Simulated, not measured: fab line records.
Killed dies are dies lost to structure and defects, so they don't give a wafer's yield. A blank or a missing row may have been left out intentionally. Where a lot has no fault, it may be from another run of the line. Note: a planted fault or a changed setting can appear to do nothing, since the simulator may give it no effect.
Comparing a struck lot with a sound one    flow gf180mcu    14 out of 602 route steps
Sound: the wafers L849.3, L849.5, L849.6. Wafers struck: L860.1, L860.2, L860.3. The cause comes at the end.
Order at every step that has rows: each side's tool, ch and its chambers, its first start. Under that, the readings that differ: sound wafers    struck wafers    difference of the means    sigmas: that difference in standard deviations of wafers without a fault.
alike: words and numbers the same on both sides, and readings whose means are apart by under 2 such deviations; not compared: readings that were withheld, readings missing a value for some wafer, numbers with overlapping values and no deviation given by the record, and bounds like >300 which may hide the same value.
The two part at a step that has a row with sigmas, a row that says differs or no value, or rows on one side only. Numbers that have no deviation but don't overlap get no sigmas and don't part them. Lack of a reading on every wafer of one side parts them only where that side has two or more wafers.

first, 2 steps without rows for these wafers: GF_M4_CLEAN_19 (cleans in DIW); GF_V4_CVD_00 (deposits SiO2, target thk 600 nm, time 100 s).
GF_V4_THK_MEAS_01:
  sound on film-metro-03, day 24 14:54; struck on film-metro-03, day 28 10:02
  alike: V4_CVD_00_THK
GF_V4_CVD_02: deposits SiO2 from TEOS, target thk 850 nm, time 94.851 s.
  sound on pecvd-04 ch 0,1,2, day 24 14:56; struck on pecvd-04 ch 0,1,2, day 28 10:05
  alike: heater-power-outer-w, heater-power-w
GF_V4_THK_MEAS_03:
  sound on film-metro-01, day 24 15:01; struck on film-metro-03, day 28 10:13
reading             sound        struck       difference  sigmas
V4_CVD_02_THK (nm)  857 863 863  848 833 827  -25         -2
GF_V4_CMP_04: polishes SiO2.
  sound on cmp-02 ch 2,3, day 24 15:04; struck on cmp-02 ch 0,1,2, day 28 10:16
  alike: edge-zone-pressure-frac, motor-current-A, time-to-endpoint-s
GF_V4_BOW_MEAS_05:
  sound on film-metro-02, day 24 15:24; struck on film-metro-03, day 28 10:34
  alike: V4_BOW
then, 5 steps without rows for these wafers: GF_V4_DEHYDRATE_06 (time 60 s); GF_V4_HMDS_07 (prime time 60 s); GF_V4_COAT_08; GF_V4_COAT_09 (resist thk 1000 nm); GF_V4_SOFTBAKE_10 (time 60 s).
GF_V4_EXPOSE_11: exposes mask Via4, target cd 260 nm.
  struck on krf-scanner-01, day 28 20:47; sound on krf-scanner-02 ch 0, day 25 02:29
  no value came back on the struck wafers for exposure-dose-mJ-cm2, focus-offset-nm (nm); on the sound wafers exposure-dose-mJ-cm2 reads 37.98 37.94 37.98
  alike: mask
then, 1 step without rows for these wafers: GF_V4_PEB_12 (peb time 90 s).

WHERE THEY PART
Last at GF_V4_EXPOSE_11 as far as this record goes, first at GF_V4_THK_MEAS_03.

WHY: the cause the simulator had injected
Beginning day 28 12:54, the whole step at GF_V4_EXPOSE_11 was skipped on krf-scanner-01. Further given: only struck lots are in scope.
